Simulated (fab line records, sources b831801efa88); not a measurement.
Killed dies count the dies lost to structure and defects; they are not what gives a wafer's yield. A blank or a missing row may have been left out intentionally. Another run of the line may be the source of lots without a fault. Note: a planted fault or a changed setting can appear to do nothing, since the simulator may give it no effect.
Chamber matching | flow gf180mcu | GF_POLY_GATE_ETCH_12 on rie-diel-02: 4 sister chambers
The step etches BARC in N2/H2. 8 wafers are shown with their chamber, then 12 later ones without.

WAFERS, EACH WITH ITS CHAMBER
wafer  | chamber | rf-fwd-power-W (W) | throttle-valve-pct (%)
L077.6 | 3       | 492.2              | 13.215
L083.5 | 2       | 497.5              | 13.226
L084.2 | 1       | 495.6              | 13.210
L084.3 | 3       | 493.2              | 13.205
L084.5 | 0       | 492.7              | 13.213
L085.1 | 1       | 497.0              | 13.199
L085.3 | 2       | 495.9              | 13.215
L085.4 | 0       | 493.5              | 13.216

WAFERS WITHOUT THEIR CHAMBER
wafer  | rf-fwd-power-W (W) | throttle-valve-pct (%)
L086.3 | 494.4              | 13.211
L086.5 | 497.0              | 13.211
L086.6 | 498.7              | 13.205
L091.1 | 490.6              | 13.218
L091.2 | 496.3              | 13.225
L091.4 | 497.9              | 13.223
L092.1 | 496.6              | 13.201
L092.2 | 498.0              | 13.228
L092.4 | 495.7              | 13.207
L093.1 | 492.7              | 13.224
L093.2 | 498.2              | 13.204
L093.5 | 497.4              | 13.212

WHICH CHAMBER EACH WENT THROUGH
wafer  | from the rows above               | in truth
L086.3 | can't be placed: 0 or 3 or 1 or 2 | 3
L086.5 | can't be placed: 1 or 2           | 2
L086.6 | can't be placed: 1 or 2           | 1
L091.1 | can't be placed: 3 or 0           | 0
L091.2 | 2                                 | 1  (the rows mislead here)
L091.4 | can't be placed: 2 or 1           | 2
L092.1 | 1                                 | 1
L092.2 | 2                                 | 2
L092.4 | can't be placed: 1 or 2           | 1
L093.1 | can't be placed: 0 or 3           | 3
L093.2 | can't be placed: 1 or 2           | 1
L093.5 | can't be placed: 2 or 1           | 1
Placed correctly: 2 of 12. Unplaceable from these rows: 9, with the true chamber sitting among the candidates in 9. 1 placed wrongly.
How it was worked out, from the rows above alone: a wafer's distance from a chamber is the root of the sum, over the readings, of the square of ((its reading less the chamber's mean) divided by the reading's scatter). If the next closest chamber is less than 2 further off than the closest, the wafer can't be placed; otherwise it belongs to the closest. The mean given for a chamber averages the wafers shown for that chamber. The scatter: take each reading less its chamber's mean, square it, sum over the shown wafers, divide by the number of wafers less the number of chambers, and take the root.
